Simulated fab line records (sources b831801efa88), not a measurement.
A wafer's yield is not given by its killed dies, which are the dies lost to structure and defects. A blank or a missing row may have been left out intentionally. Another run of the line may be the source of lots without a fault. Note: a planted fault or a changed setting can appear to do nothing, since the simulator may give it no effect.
8D (eight disciplines) problem report, filled in by code / flow gf180mcu / the parts of the form that need people (team, actions taken, sign-off) are left out

1. THE ISSUE
Across 6 wafers from 2 lots, NSD_RS at GF_PSD_RS_MEAS_14 averages 43.17 ohm/sq, while fault-free wafers read 46.14 ohm/sq with a standard deviation of 0.072. Measured from the usual mean, that is -41 standard deviations.
The step: measures by four-point-probe.
Earliest sighting: wafer L645.4 on film_metro-01 at day 20 09:24. The record holds 36 wafers of 12 lots with a number at this step. The rule behind "out" and "out of limits": a value lying over 4 standard deviations away from the usual mean. The rest of the wafers with a number are treated as sound.

2. WHAT THIS IS AND IS NOT
question=which readings at this step | is=NSD_RS | is not=-
question=which lots | is=L645, L646 | is not=L628, L630, L632, L633, L634, L635, L638, L641, L642, L649
question=which wafers of those lots | is=all that have a number | is not=-
question=read on which gauges | is=film_metro-01, film_metro-02 | is not=film_metro-03
question=when | is=from day 20 09:24 | is not=up to then (27 sound wafers); but 3 sound wafers of L649 came after

3. SUSPECTS, AND WHAT RULES EACH OUT
Counting: a tool at any process step up to the reading remains a suspect when it ran all the lots that are out and ran no sound lot after the first of those.
- ruled out: the gauge at GF_PSD_RS_MEAS_14. The wafers that are out were read on 2 gauges (film_metro-01, film_metro-02).
- rtp_anneal-02 at GF_PSD_RTA_13 (time 20 s): kept. It processed each lot that is out, first L645 at day 20 09:17, and no sound lot thereafter; up to then, the last sound lot it processed was L642 at day 19 12:36.
The count leaves rtp_anneal-02 at GF_PSD_RTA_13.

4. THE CAUSE (what the simulator had put in)
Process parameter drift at GF_PSD_RTA_13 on rtp_anneal-02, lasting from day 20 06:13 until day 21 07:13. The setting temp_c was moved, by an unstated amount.
This tool alone remained once counting was done.

5. SEQUENCE OF EFFECTS, ordered by route
Each row: a reading where the mean over the struck wafers with a number is more than 3 standard deviations away from the usual. Readings are gone through only where the record gives a usual standard deviation; hours: the median, over the lots, of the time from a lot's start at the first step in this table giving one to that lot's start at this step; sigmas: the change measured in usual standard deviations.
hours=0; step=GF_PSD_RS_MEAS_14; reading=NSD_RS; usual=46.14 ohm/sq; on struck wafers=43.17; change=-2.97; sigmas=-41
hours=0; step=GF_PSD_RS_MEAS_15; reading=PSD_RS; usual=108.54 ohm/sq; on struck wafers=100.07; change=-8.47; sigmas=-33

6. HOW IT WOULD HAVE BEEN CAUGHT EARLIER
3 hours passed between the start of the fault at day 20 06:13 and the first reading out of limits at a measuring or inspecting step in this record, taken at day 20 09:24.
Tool readings at GF_PSD_RTA_13 with a usual standard deviation given in the record: none out on any struck wafer, hence no alarm at a limit of 4 standard deviations on them.
Among the 2 lots that are out, L646 began GF_PSD_RTA_13 on rtp_anneal-02 after day 20 09:24. Holding the tool at that time would have saved it.
